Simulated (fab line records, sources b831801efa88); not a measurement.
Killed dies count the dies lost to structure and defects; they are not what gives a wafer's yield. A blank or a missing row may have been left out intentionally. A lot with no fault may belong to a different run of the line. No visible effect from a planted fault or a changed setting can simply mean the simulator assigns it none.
A single fault, viewed from 2 desks :: flow sky130 :: each desk has only its own numbers; what lay behind them comes last

DESK OF THE TOOL OWNER: cvdW-01
The tool's own readings at SKY_LI_CONTACT_CVD_21 (deposits W, target thk 400 nm, time 120.56 s): means of the sampled wafers that have a number, for each lot that ran on this tool. Any lot whose mean is over 4 standard deviations away from the usual mean is out of limits and marked OUT; that distance is given in the brackets.
Columns: A = heaterPowerW at SKY_LI_CONTACT_CVD_21, usual 839 W; B = susceptorTempC at SKY_LI_CONTACT_CVD_21, usual 399.94 C
lot: L467
first seen here: day 28 22:17
A: 795
B: 400.03

lot: L468
first seen here: day 29 08:14
A: 784
B: 399.99

lot: L469
first seen here: day 29 20:07
A: 780
B: 399.98

lot: L470
first seen here: day 30 04:52
A: 779
B: 400.35

lot: L472
first seen here: day 31 06:06
A: 809
B: 402.28 (+9.3) OUT

lot: L473
first seen here: day 31 08:49
A: 796
B: 401.86 (+7.7) OUT

lot: L486
first seen here: day 35 12:37
A: 762
B: 400.10

lot: L490
first seen here: day 36 17:02
A: 796
B: 399.87
This desk's verdict: out of limits on L472, L473, starting with L472 at day 31 06:06 (susceptorTempC at SKY_LI_CONTACT_CVD_21). L467, L468, L469, L470, L486, L490 stayed within limits.

FROM THE METROLOGY DESK
Means of the sampled wafers that have a number, per lot and without regard to the tool the lot ran on: this is what the gauges read. Any lot whose mean is over 4 standard deviations away from the usual mean is out of limits and marked OUT; that distance is given in the brackets.
Columns: A = LDD_LDN_TW at SKY_LDD_LDN_TW_MEAS_13, usual 1485; B = SD_P_OVL at SKY_SD_P_OVL_MEAS_08, usual 0.0 nm; C = LI_CONTACT_W_RS at SKY_LI_CONTACT_RS_MEAS_22, usual 0.286 ohm/sq; D = LI_CONTACT_W_THK at SKY_LI_CONTACT_THK_MEAS_23, usual 407 nm
lot: L467
first seen here: day 22 15:29
A: 1477
B: -1.3
C: 0.284
D: 415

lot: L468
first seen here: day 23 02:32
A: 1483
B: 0.4
C: 0.287
D: 397

lot: L469
first seen here: day 23 13:29
A: 1482
B: -0.7
C: 0.281
D: 412

lot: L470
first seen here: day 24 00:08
A: 1476
B: -1.0
C: 0.286
D: 404

lot: L472
first seen here: day 25 01:41
A: 1478
B: -0.5
C: 0.272
D: 424

lot: L473
first seen here: day 25 06:32
A: 1484
B: 0.5
C: 0.275
D: 417

lot: L479
first seen here: day 27 09:35
A: 1490
B: 1.4
C: 0.288
D: 406

lot: L483
first seen here: day 28 14:38
A: 1477
B: 1.5
C: 0.284
D: 412

lot: L484
first seen here: day 28 19:44
A: 1484
B: 1.0
C: 0.291
D: 402

lot: L486
first seen here: day 29 15:59
A: 1485
B: -1.8
C: 0.292
D: 401

lot: L489
first seen here: day 30 16:26
A: 1498
B: 1.7
C: 0.285
D: 414

lot: L490
first seen here: day 30 23:41
A: 1487
B: -0.5
C: 0.285
D: 405
Result from this desk: across the 12 lots, nothing is out of limits.

ALL TOGETHER
The tool owner's desk had the chance to raise an alarm at day 31 06:06 on L472, L473.
Nothing out of limits was seen by the metrology desk.
The metrology desk holds a record of L472, L473, inside its limits.
The lots listed all ran SKY_LI_CONTACT_CVD_21 on cvdW-01.

WHAT HAD BEEN PUT IN BY THE SIMULATOR
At SKY_LI_CONTACT_CVD_21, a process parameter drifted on cvdW-01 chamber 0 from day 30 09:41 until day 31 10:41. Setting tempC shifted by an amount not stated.
Lots struck among those shown: L472, L473.
Time in hours from fault onset to the first out-of-limits reading at each desk: the tool owner's desk, 20.
